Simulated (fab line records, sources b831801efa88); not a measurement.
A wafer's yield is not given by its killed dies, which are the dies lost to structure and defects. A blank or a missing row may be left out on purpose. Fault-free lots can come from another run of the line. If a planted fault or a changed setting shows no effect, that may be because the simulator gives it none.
fab line records :: flow sky130 :: part 2 of 2: steps 32 to 39 of 39
record:
  lots: 5
  wafers: 15
  last_day: 49
route steps=708 shown SD_N@344 SD_P@359 RES_XHIGH@360 SALICIDE@361 LI_CONTACT@362
lots that met no fault: taken from a fault-free run of the same line
start_h: hours from the record's first day to the start of the lot's first wafer shown :: wait_h: hours elapsed since this lot's preceding step :: " repeats the value in the row above :: L1.1+2: several wafers, shown together as one row :: - no value, or no start was given :: * or withheld: withheld :: < > ~ a bound
route shown NAME@n: names a module that has steps shown in the file, with the first one's number in the route :: usual: mean and standard deviation over wafers with no fault :: same: alike in all rows :: chamber/n: place in a boat :: sites: per-site readings :: _std_site: the standard deviation of these :: _edge_site: mean of outer sites minus mean of inner sites :: radius_mm: for every site, how far away it sits from the centre of the wafer :: mask NAME#n: copy n :: behind: the last tool/chamber to shape the wafer :: hold: the reason the lot was held/the length of the hold in hours/how it ended :: device: whichever transistor did not switch (one of n, p or np) :: end of line: the route-end tests of the same wafers :: for a step that has no rows: nothing shown but its recipe :: killed: count of dies lost to structure and defects at first sort (not the wafer's yield) :: map: per-die view of a wafer (x killed, . not killed, _ where there is no die)
set.NAME: the setting the step ran with; set.NAME@STEP: the setting that earlier step ran with :: model.NAME: the simulator's own value behind a step, which no gauge read
lots at some steps of the route; a table a step, a row a wafer
services: a tool's chamber out of use, with start hour (start_h, from the record's first day; less than 0 if before it), hours out, and reason
== steps ==
step: SKY_LI_CONTACT_ETCH_14
recipe:
  chemistry: N2/H2
  target: BARC
  ion_energy_ev: 200
  source_w: 500
  bias_w: 100
  pressure_mtorr: 30
  n2_flow_sccm: 100
  h2_flow_sccm: 200
  stop_on: SiO2
  time_s: 45.9
  target_depth_a: 600
usual:
  drypump_motor_current_A: 5.7/0.41
  h2_flow_sccm: 200.1/0.56
  n2_flow_sccm: 100.0/0.33
  oes_product_au: 0.854/0.005
  throttle_valve_pct: 13.225/0.0094
lot.wafer: L075.1
tool: rie_diel-03
chamber: 3
start_h: 682.26
wait_h: 0.0
drypump_motor_current_A: 6.4
h2_flow_sccm: 199.2
n2_flow_sccm: 99.4
oes_product_au: 0.854
rf_hours_counter_h: 2
throttle_valve_pct: 13.211

lot.wafer: L075.4
tool: rie_diel-03
chamber: 1
start_h: 682.26
wait_h: 0.0
drypump_motor_current_A: 5.9
h2_flow_sccm: 200.2
n2_flow_sccm: 100.8
oes_product_au: 0.859
rf_hours_counter_h: 3
throttle_valve_pct: 13.212

lot.wafer: L075.6
tool: rie_diel-03
chamber: 0
start_h: 682.26
wait_h: 0.0
drypump_motor_current_A: 6.4
h2_flow_sccm: 199.9
n2_flow_sccm: 100.2
oes_product_au: 0.852
rf_hours_counter_h: -
throttle_valve_pct: 13.233

lot.wafer: L083.2
tool: rie_diel-03
chamber: 0
start_h: 755.14
wait_h: 0.0
drypump_motor_current_A: 6.4
h2_flow_sccm: 200.2
n2_flow_sccm: 99.9
oes_product_au: 0.858
rf_hours_counter_h: 8
throttle_valve_pct: 13.233

lot.wafer: L083.3
tool: rie_diel-03
chamber: 1
start_h: 755.14
wait_h: 0.0
drypump_motor_current_A: 5.9
h2_flow_sccm: 199.8
n2_flow_sccm: 100.4
oes_product_au: 0.857
rf_hours_counter_h: 5
throttle_valve_pct: 13.220

lot.wafer: L083.6
tool: rie_diel-03
chamber: 2
start_h: 755.14
wait_h: 0.0
drypump_motor_current_A: 5.0
h2_flow_sccm: 200.0
n2_flow_sccm: 99.5
oes_product_au: 0.846
rf_hours_counter_h: -
throttle_valve_pct: 13.223

lot.wafer: L090.2
tool: rie_diel-04
chamber: 3
start_h: 800.90
wait_h: 0.0
drypump_motor_current_A: 5.6
h2_flow_sccm: 200.6
n2_flow_sccm: 100.2
oes_product_au: 0.849
rf_hours_counter_h: 37
throttle_valve_pct: 13.213

lot.wafer: L090.3
tool: rie_diel-04
chamber: 0
start_h: 800.90
wait_h: 0.0
drypump_motor_current_A: 5.1
h2_flow_sccm: 199.7
n2_flow_sccm: 100.1
oes_product_au: 0.845
rf_hours_counter_h: 2
throttle_valve_pct: 13.240

lot.wafer: L090.4
tool: rie_diel-04
chamber: 1
start_h: 800.90
wait_h: 0.0
drypump_motor_current_A: 5.8
h2_flow_sccm: 200.7
n2_flow_sccm: 99.9
oes_product_au: 0.856
rf_hours_counter_h: 25
throttle_valve_pct: 13.216

lot.wafer: L091.1
tool: rie_diel-03
chamber: 0
start_h: 804.68
wait_h: 0.0
drypump_motor_current_A: 6.4
h2_flow_sccm: 200.8
n2_flow_sccm: 100.0
oes_product_au: 0.851
rf_hours_counter_h: 9
throttle_valve_pct: 13.233

lot.wafer: L091.3
tool: rie_diel-03
chamber: 1
start_h: 804.68
wait_h: 0.0
drypump_motor_current_A: 5.9
h2_flow_sccm: 198.8
n2_flow_sccm: 99.8
oes_product_au: 0.859
rf_hours_counter_h: 6
throttle_valve_pct: 13.220

lot.wafer: L091.5
tool: rie_diel-03
chamber: 1
start_h: 804.68
wait_h: 0.0
drypump_motor_current_A: 5.9
h2_flow_sccm: 199.4
n2_flow_sccm: 99.6
oes_product_au: 0.850
rf_hours_counter_h: -
throttle_valve_pct: 13.224

lot.wafer: L092.2
tool: rie_diel-04
chamber: 0
start_h: 817.94
wait_h: 0.0
drypump_motor_current_A: 5.1
h2_flow_sccm: 201.2
n2_flow_sccm: 100.0
oes_product_au: 0.849
rf_hours_counter_h: 2
throttle_valve_pct: 13.223

lot.wafer: L092.3
tool: rie_diel-04
chamber: 1
start_h: 817.94
wait_h: 0.0
drypump_motor_current_A: 5.8
h2_flow_sccm: 200.0
n2_flow_sccm: 99.7
oes_product_au: 0.858
rf_hours_counter_h: 26
throttle_valve_pct: 13.226

lot.wafer: L092.6
tool: rie_diel-04
chamber: 2
start_h: 817.94
wait_h: 0.0
drypump_motor_current_A: 4.8
h2_flow_sccm: 199.3
n2_flow_sccm: 99.5
oes_product_au: 0.848
rf_hours_counter_h: -
throttle_valve_pct: 13.222
step: SKY_LI_CONTACT_ETCH_15
recipe:
  target: PSG
  chemistry: C4F8/O2/Ar
  stop_on: Si
  taper_deg: 4.15
  mask_material: KrF-thick
  source_w: 1500
  bias_w: 1200
  pressure_mtorr: 40
  c4f8_flow_sccm: withheld
  O2_flow_sccm: 6
  Ar_flow_sccm: 300
  time_s: withheld
  target_depth_a: 6000
usual:
  oes_product_au: 0.837/0.0045
lot.wafer: L075.1
tool: rie_diel-03
chamber: 3
start_h: 682.30
wait_h: 0.0
oes_product_au: 0.841

lot.wafer: L075.4
tool: rie_diel-03
chamber: 1
start_h: 682.30
wait_h: 0.0
oes_product_au: 0.835

lot.wafer: L075.6
tool: rie_diel-03
chamber: 0
start_h: 682.30
wait_h: 0.0
oes_product_au: 0.840

lot.wafer: L083.2
tool: rie_diel-03
chamber: 0
start_h: 755.19
wait_h: 0.0
oes_product_au: 0.836

lot.wafer: L083.3
tool: rie_diel-03
chamber: 1
start_h: 755.19
wait_h: 0.0
oes_product_au: 0.829

lot.wafer: L083.6
tool: rie_diel-03
chamber: 2
start_h: 755.19
wait_h: 0.0
oes_product_au: 0.839

lot.wafer: L090.2
tool: rie_diel-04
chamber: 3
start_h: 800.94
wait_h: 0.0
oes_product_au: 0.843

lot.wafer: L090.3
tool: rie_diel-04
chamber: 0
start_h: 800.94
wait_h: 0.0
oes_product_au: 0.837

lot.wafer: L090.4
tool: rie_diel-04
chamber: 1
start_h: 800.94
wait_h: 0.0
oes_product_au: 0.843

lot.wafer: L091.1
tool: rie_diel-03
chamber: 0
start_h: 804.72
wait_h: 0.0
oes_product_au: 0.838

lot.wafer: L091.3
tool: rie_diel-03
chamber: 1
start_h: 804.72
wait_h: 0.0
oes_product_au: 0.827

lot.wafer: L091.5
tool: rie_diel-03
chamber: 1
start_h: 804.72
wait_h: 0.0
oes_product_au: 0.835

lot.wafer: L092.2
tool: rie_diel-04
chamber: 0
start_h: 817.99
wait_h: 0.0
oes_product_au: 0.838

lot.wafer: L092.3
tool: rie_diel-04
chamber: 1
start_h: 817.99
wait_h: 0.0
oes_product_au: 0.841

lot.wafer: L092.6
tool: rie_diel-04
chamber: 2
start_h: 817.99
wait_h: 0.0
oes_product_au: 0.840
step: SKY_LI_CONTACT_STRIP_16
recipe:
  chemistry: O2/N2
  power_w: 1400
  pressure_mtorr: 1500
  platen_temp_c: withheld
  o2_flow_sccm: 3000
  n2_flow_sccm: 300
  overash_fraction: 0.5
usual:
  drypump_motor_current_A: 5.9/0.5
  n2_flow_sccm: 300.0/0.84
  oes_product_au: 0.375/0.0044
  strip_time_to_endpoint_s: 3.485/0.026
lot.wafer: L075.1
tool: plasma_asher-04
chamber: 0
start_h: 682.38
wait_h: -
drypump_motor_current_A: 6.4
n2_flow_sccm: 300.7
oes_product_au: 0.378
rf_hours_counter_h: 105
strip_time_to_endpoint_s: 3.458

lot.wafer: L075.4
tool: plasma_asher-04
chamber: 1
start_h: 682.38
wait_h: -
drypump_motor_current_A: 6.5
n2_flow_sccm: 300.0
oes_product_au: 0.380
rf_hours_counter_h: -
strip_time_to_endpoint_s: 3.505

lot.wafer: L075.6
tool: plasma_asher-04
chamber: 0
start_h: 682.38
wait_h: -
drypump_motor_current_A: 6.4
n2_flow_sccm: 301.2
oes_product_au: 0.368
rf_hours_counter_h: -
strip_time_to_endpoint_s: 3.467

lot.wafer: L083.2
tool: plasma_asher-04
chamber: 1
start_h: 755.27
wait_h: -
drypump_motor_current_A: 6.5
n2_flow_sccm: 300.0
oes_product_au: 0.375
rf_hours_counter_h: 1
strip_time_to_endpoint_s: 3.469

lot.wafer: L083.3
tool: plasma_asher-04
chamber: 0
start_h: 755.27
wait_h: -
drypump_motor_current_A: 6.4
n2_flow_sccm: 300.8
oes_product_au: 0.372
rf_hours_counter_h: -
strip_time_to_endpoint_s: 3.497

lot.wafer: L083.6
tool: plasma_asher-04
chamber: 0
start_h: 755.27
wait_h: -
drypump_motor_current_A: 6.4
n2_flow_sccm: 300.2
oes_product_au: 0.378
rf_hours_counter_h: -
strip_time_to_endpoint_s: 3.461

lot.wafer: L090.2
tool: plasma_asher-03
chamber: 1
start_h: 801.02
wait_h: -
drypump_motor_current_A: 5.3
n2_flow_sccm: 301.2
oes_product_au: 0.378
rf_hours_counter_h: 100
strip_time_to_endpoint_s: 3.470

lot.wafer: L090.3
tool: plasma_asher-03
chamber: 1
start_h: 801.02
wait_h: -
drypump_motor_current_A: 5.3
n2_flow_sccm: 300.0
oes_product_au: 0.383
rf_hours_counter_h: -
strip_time_to_endpoint_s: 3.426

lot.wafer: L090.4
tool: plasma_asher-03
chamber: 0
start_h: 801.02
wait_h: -
drypump_motor_current_A: 6.4
n2_flow_sccm: 299.4
oes_product_au: 0.373
rf_hours_counter_h: -
strip_time_to_endpoint_s: 3.426

lot.wafer: L091.1
tool: plasma_asher-04
chamber: 0
start_h: 804.80
wait_h: -
drypump_motor_current_A: 6.4
n2_flow_sccm: 299.8
oes_product_au: 0.377
rf_hours_counter_h: 6
strip_time_to_endpoint_s: 3.488

lot.wafer: L091.3
tool: plasma_asher-04
chamber: 1
start_h: 804.80
wait_h: -
drypump_motor_current_A: 6.5
n2_flow_sccm: 299.5
oes_product_au: 0.382
rf_hours_counter_h: -
strip_time_to_endpoint_s: 3.512

lot.wafer: L091.5
tool: plasma_asher-04
chamber: 0
start_h: 804.80
wait_h: -
drypump_motor_current_A: 6.4
n2_flow_sccm: 300.0
oes_product_au: 0.383
rf_hours_counter_h: -
strip_time_to_endpoint_s: 3.508

lot.wafer: L092.2
tool: plasma_asher-03
chamber: 1
start_h: 818.07
wait_h: -
drypump_motor_current_A: 5.3
n2_flow_sccm: 300.8
oes_product_au: 0.380
rf_hours_counter_h: 102
strip_time_to_endpoint_s: 3.461

lot.wafer: L092.3
tool: plasma_asher-03
chamber: 1
start_h: 818.07
wait_h: -
drypump_motor_current_A: 5.3
n2_flow_sccm: 300.2
oes_product_au: 0.375
rf_hours_counter_h: -
strip_time_to_endpoint_s: 3.479

lot.wafer: L092.6
tool: plasma_asher-03
chamber: 1
start_h: 818.07
wait_h: -
drypump_motor_current_A: 5.3
n2_flow_sccm: 299.6
oes_product_au: 0.376
rf_hours_counter_h: -
strip_time_to_endpoint_s: 3.471
step: SKY_LI_CONTACT_CLEAN_17
recipe:
  chemistry: NMP
  time_s: 600
  temp_c: 60
  dry: n2_spin
lot.wafer: L075.1+4+6
tool: wet_bench-02
chamber: 0
start_h: 682.48
wait_h: 0.1

lot.wafer: L083.2+3+6
tool: wet_bench-03
chamber: 2
start_h: 755.37
wait_h: 0.1

lot.wafer: L090.2+3+4
tool: wet_bench-03
chamber: 3
start_h: 801.12
wait_h: 0.1

lot.wafer: L091.1+3+5
tool: wet_bench-02
chamber: 1
start_h: 804.90
wait_h: 0.1

lot.wafer: L092.2+3+6
tool: wet_bench-03
chamber: 0
start_h: 818.17
wait_h: 0.1
step: SKY_LI_CONTACT_PRE_CLEAN_18
recipe:
  gas: Ar
  time_s: 5.6
  bias_v: 358
lot.wafer: L075.1+4+6
tool: pvd_sputter-01
chamber: -
start_h: 682.66
wait_h: 0.0

lot.wafer: L083.2+3+6
tool: pvd_sputter-01
chamber: -
start_h: 755.58
wait_h: 0.0

lot.wafer: L090.2+3+4
tool: pvd_sputter-03
chamber: -
start_h: 801.30
wait_h: 0.0

lot.wafer: L091.1+3+5
tool: pvd_sputter-03
chamber: -
start_h: 805.08
wait_h: 0.0

lot.wafer: L092.2+3+6
tool: pvd_sputter-03
chamber: -
start_h: 818.36
wait_h: 0.0
step: SKY_LI_CONTACT_SPUTTER_19
recipe:
  material: Ti
  target_thk_nm: 20
  chamber_pressure_pa: 5
  power_w: 2500
  substrate_temp_c: 200
  time_s: 106.37
usual:
  throttle_valve_pct: 30.0/1
lot.wafer: L075.1
tool: pvd_sputter-01
chamber: -
start_h: 682.68
wait_h: 0.0
throttle_valve_pct: 30.3

lot.wafer: L075.4
tool: pvd_sputter-01
chamber: -
start_h: 682.68
wait_h: 0.0
throttle_valve_pct: 30.8

lot.wafer: L075.6
tool: pvd_sputter-01
chamber: -
start_h: 682.68
wait_h: 0.0
throttle_valve_pct: 32.0

lot.wafer: L083.2
tool: pvd_sputter-01
chamber: -
start_h: 755.60
wait_h: 0.0
throttle_valve_pct: 31.7

lot.wafer: L083.3
tool: pvd_sputter-01
chamber: -
start_h: 755.60
wait_h: 0.0
throttle_valve_pct: 28.9

lot.wafer: L083.6
tool: pvd_sputter-01
chamber: -
start_h: 755.60
wait_h: 0.0
throttle_valve_pct: 28.6

lot.wafer: L090.2
tool: pvd_sputter-03
chamber: -
start_h: 801.32
wait_h: 0.0
throttle_valve_pct: 29.5

lot.wafer: L090.3
tool: pvd_sputter-03
chamber: -
start_h: 801.32
wait_h: 0.0
throttle_valve_pct: 30.9

lot.wafer: L090.4
tool: pvd_sputter-03
chamber: -
start_h: 801.32
wait_h: 0.0
throttle_valve_pct: 29.5

lot.wafer: L091.1
tool: pvd_sputter-03
chamber: -
start_h: 805.10
wait_h: 0.0
throttle_valve_pct: 31.5

lot.wafer: L091.3
tool: pvd_sputter-03
chamber: -
start_h: 805.10
wait_h: 0.0
throttle_valve_pct: 29.5

lot.wafer: L091.5
tool: pvd_sputter-03
chamber: -
start_h: 805.10
wait_h: 0.0
throttle_valve_pct: 29.5

lot.wafer: L092.2
tool: pvd_sputter-03
chamber: -
start_h: 818.38
wait_h: 0.0
throttle_valve_pct: 31.5

lot.wafer: L092.3
tool: pvd_sputter-03
chamber: -
start_h: 818.38
wait_h: 0.0
throttle_valve_pct: 29.5

lot.wafer: L092.6
tool: pvd_sputter-03
chamber: -
start_h: 818.38
wait_h: 0.0
throttle_valve_pct: 31.8
step: SKY_LI_CONTACT_SPUTTER_20
recipe:
  material: TiN
  target_thk_nm: 20
  chamber_pressure_pa: 5
  power_w: 4000
  time_s: 80
usual:
  throttle_valve_pct: 30.0/1
lot.wafer: L075.1
tool: pvd_sputter-01
chamber: -
start_h: 682.75
wait_h: 0.0
throttle_valve_pct: 30.3

lot.wafer: L075.4
tool: pvd_sputter-01
chamber: -
start_h: 682.75
wait_h: 0.0
throttle_valve_pct: 30.3

lot.wafer: L075.6
tool: pvd_sputter-01
chamber: -
start_h: 682.75
wait_h: 0.0
throttle_valve_pct: 31.7

lot.wafer: L083.2
tool: pvd_sputter-01
chamber: -
start_h: 755.68
wait_h: 0.0
throttle_valve_pct: 31.6

lot.wafer: L083.3
tool: pvd_sputter-01
chamber: -
start_h: 755.68
wait_h: 0.0
throttle_valve_pct: 29.2

lot.wafer: L083.6
tool: pvd_sputter-01
chamber: -
start_h: 755.68
wait_h: 0.0
throttle_valve_pct: 29.1

lot.wafer: L090.2
tool: pvd_sputter-03
chamber: -
start_h: 801.40
wait_h: 0.0
throttle_valve_pct: 29.8

lot.wafer: L090.3
tool: pvd_sputter-03
chamber: -
start_h: 801.40
wait_h: 0.0
throttle_valve_pct: 30.9

lot.wafer: L090.4
tool: pvd_sputter-03
chamber: -
start_h: 801.40
wait_h: 0.0
throttle_valve_pct: 29.6

lot.wafer: L091.1
tool: pvd_sputter-03
chamber: -
start_h: 805.18
wait_h: 0.0
throttle_valve_pct: 31.6

lot.wafer: L091.3
tool: pvd_sputter-03
chamber: -
start_h: 805.18
wait_h: 0.0
throttle_valve_pct: 29.6

lot.wafer: L091.5
tool: pvd_sputter-03
chamber: -
start_h: 805.18
wait_h: 0.0
throttle_valve_pct: 29.7

lot.wafer: L092.2
tool: pvd_sputter-03
chamber: -
start_h: 818.46
wait_h: 0.0
throttle_valve_pct: 31.3

lot.wafer: L092.3
tool: pvd_sputter-03
chamber: -
start_h: 818.46
wait_h: 0.0
throttle_valve_pct: 29.4

lot.wafer: L092.6
tool: pvd_sputter-03
chamber: -
start_h: 818.46
wait_h: 0.0
throttle_valve_pct: 31.5
step: SKY_LI_CONTACT_CVD_21
recipe:
  material: W
  target_thk_nm: 400
  time_s: 120.56
  temp_c: 403.5
  pressure_torr: 40
usual:
  heater_power_w: 852/91
lot.wafer: L075.1
tool: cvd_w-02
chamber: 1
start_h: 682.82
wait_h: 0.0
heater_power_w: 743

lot.wafer: L075.4
tool: cvd_w-02
chamber: 0
start_h: 682.82
wait_h: 0.0
heater_power_w: 975

lot.wafer: L075.6
tool: cvd_w-02
chamber: 1
start_h: 682.82
wait_h: 0.0
heater_power_w: 738

lot.wafer: L083.2
tool: cvd_w-02
chamber: 1
start_h: 755.74
wait_h: 0.0
heater_power_w: 747

lot.wafer: L083.3
tool: cvd_w-02
chamber: 0
start_h: 755.74
wait_h: 0.0
heater_power_w: 976

lot.wafer: L083.6
tool: cvd_w-02
chamber: 0
start_h: 755.74
wait_h: 0.0
heater_power_w: 986

lot.wafer: L090.2
tool: cvd_w-02
chamber: 0
start_h: 801.46
wait_h: 0.0
heater_power_w: 1008

lot.wafer: L090.3
tool: cvd_w-02
chamber: 1
start_h: 801.46
wait_h: 0.0
heater_power_w: 749

lot.wafer: L090.4
tool: cvd_w-02
chamber: 0
start_h: 801.46
wait_h: 0.0
heater_power_w: 988

lot.wafer: L091.1
tool: cvd_w-01
chamber: 1
start_h: 805.24
wait_h: 0.0
heater_power_w: 830

lot.wafer: L091.3
tool: cvd_w-01
chamber: 1
start_h: 805.24
wait_h: 0.0
heater_power_w: 837

lot.wafer: L091.5
tool: cvd_w-01
chamber: 1
start_h: 805.24
wait_h: 0.0
heater_power_w: 806

lot.wafer: L092.2
tool: cvd_w-01
chamber: 1
start_h: 818.52
wait_h: 0.0
heater_power_w: 801

lot.wafer: L092.3
tool: cvd_w-01
chamber: 1
start_h: 818.52
wait_h: 0.0
heater_power_w: 816

lot.wafer: L092.6
tool: cvd_w-01
chamber: 1
start_h: 818.52
wait_h: 0.0
heater_power_w: 816
== services ==
tool: rie_diel-04
chamber: 0
start_h: 620.55
hours: 4.2
kind: repair

tool: rie_diel-04
chamber: -
start_h: 623.52
hours: 0.4
kind: repair

tool: pvd_sputter-03
chamber: -
start_h: 631.82
hours: 4.8
kind: repair

tool: iline_stepper-02
chamber: -
start_h: 634.64
hours: 18.4
kind: repair

tool: krf_scanner-02
chamber: -
start_h: 642.01
hours: 11.6
kind: pm

tool: pvd_sputter-03
chamber: -
start_h: 655.87
hours: 1.9
kind: repair

tool: implanter-01
chamber: -
start_h: 662.25
hours: 2.3
kind: repair

tool: rie_diel-04
chamber: 2
start_h: 663.22
hours: 6.4
kind: repair

tool: krf_scanner-02
chamber: -
start_h: 670.76
hours: 1.0
kind: pm

tool: plasma_asher-04
chamber: -
start_h: 673.51
hours: 0.4
kind: repair

tool: implanter-01
chamber: -
start_h: 685.80
hours: 4.9
kind: repair

tool: krf_scanner-02
chamber: -
start_h: 686.81
hours: 0.8
kind: pm

tool: rie_diel-03
chamber: 3
start_h: 696.28
hours: 5.6
kind: repair

tool: hdpcvd-02
chamber: -
start_h: 701.62
hours: 1.4
kind: repair

tool: implanter-01
chamber: -
start_h: 716.55
hours: 4.2
kind: pm

tool: rie_diel-04
chamber: 2
start_h: 719.57
hours: 5.8
kind: repair

tool: rie_diel-03
chamber: 1
start_h: 727.14
hours: 2.3
kind: repair

tool: rie_diel-03
chamber: 3
start_h: 728.91
hours: 12.7
kind: repair

tool: plasma_asher-04
chamber: -
start_h: 733.75
hours: 9.0
kind: pm

tool: rie_diel-03
chamber: -
start_h: 770.88
hours: 0.5
kind: repair

tool: pvd_sputter-01
chamber: -
start_h: 775.36
hours: 1.7
kind: repair

tool: rie_diel-03
chamber: 1
start_h: 776.43
hours: 6.7
kind: repair

tool: hdpcvd-02
chamber: -
start_h: 783.83
hours: 1.6
kind: repair

tool: pvd_sputter-01
chamber: -
start_h: 801.59
hours: 0.9
kind: repair
